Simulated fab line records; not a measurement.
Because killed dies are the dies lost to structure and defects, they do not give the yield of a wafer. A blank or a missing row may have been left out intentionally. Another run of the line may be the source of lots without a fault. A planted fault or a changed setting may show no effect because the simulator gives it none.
Problem report, 8D (eight disciplines) form, completed by code | flow sfq-line | the parts of the form that need people (team, actions taken, sign-off) are left out

== 1. WHAT WENT WRONG ==
Wafers without a fault read 80.01 W, standard deviation 0.21; bias-w at SFQ_TRILAYER_I7_VIA_ETCH_VIA_ETCH_190 reads a mean of 95.38 W on 2 wafers belonging to 2 lots. Relative to the usual mean, that is a shift of +73 standard deviations.
The step: etches SiO2 in CHF3, stops on Nb, target depth 260 nm.
The first sign was on wafer L944.2 at day 82 08:19, on rie-diel-04. Wafers with a number at this step in the record: 42, from 14 lots. The rule behind "out" and "out of limits": a value lying over 4 standard deviations away from the usual mean. The other wafers with a number count as sound.

== 2. WHAT THIS IS AND IS NOT ==
question                    | is                | is not
which readings at this step | bias-w            | drypump-motor-current-A, oes-product-au
which lots                  | L944, L945        | L924, L925, L928, L929, L930, L931, L934, L936, L937, L941, L946, L947
which wafers of those lots  | L944.2, L945.3    | L944.3, L944.6, L945.1, L945.2
read on which tools         | rie-diel-04       | rie-diel-01, rie-diel-02
when                        | from day 82 08:19 | up to then (32 sound wafers); but 8 sound wafers of L945, L946, L947 came after

== 3. SUSPECTS, AND WHAT RULES EACH OUT ==
Counting: if a tool at a process step up to the reading ran every lot that is out, it stays a suspect. Sound lots after the first of them don't rule it out here, since some wafers of a struck lot are sound.
- rie-diel-04 at SFQ_TRILAYER_I7_VIA_ETCH_VIA_ETCH_190 (etches SiO2 in CHF3, stops on Nb, target depth 260 nm): kept. It ran every lot that is out, first L944 (day 82 08:19); its last sound lot up to then is L931 (day 73 01:03). Its own readings are out on those wafers: bias-w.
- Within rie-diel-04 at SFQ_TRILAYER_I7_VIA_ETCH_VIA_ETCH_190: the wafers that are out ran in chamber 2; their sound lot-mates ran in chambers 0, 1, 3.
Remaining after the count: rie-diel-04 at SFQ_TRILAYER_I7_VIA_ETCH_VIA_ETCH_190.

== 4. THE CAUSE (what the simulator had put in) ==
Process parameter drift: rie-diel-04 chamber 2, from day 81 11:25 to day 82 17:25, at SFQ_TRILAYER_I7_VIA_ETCH_VIA_ETCH_190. The setting bias-w was moved by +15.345, starting from 80. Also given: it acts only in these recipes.
The count eliminated every tool but this one.

== 5. THE EFFECT CHAIN, in route order ==
One row per reading whose mean, taken over the struck wafers that have a number, lies over 3 standard deviations from the usual. Readings are gone through only where the record gives a usual standard deviation; hours: the median, over the lots, of the time from a lot's start at the first step in this table giving one to that lot's start at this step; sigmas: the change measured in usual standard deviations.
hours | step                                  | reading | usual   | on struck wafers | change | sigmas
0     | SFQ_TRILAYER_I7_VIA_ETCH_VIA_ETCH_190 | bias-w  | 80.01 W | 95.38            | +15.36 | +73
The process steps in it:
- SFQ_TRILAYER_I7_VIA_ETCH_VIA_ETCH_190: etches SiO2 in CHF3, stops on Nb, target depth 260 nm.

== 6. HOW IT WOULD HAVE BEEN CAUGHT EARLIER ==
In this record the first reading out of limits was taken at day 82 08:19, 21 hours after the fault began at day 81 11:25.
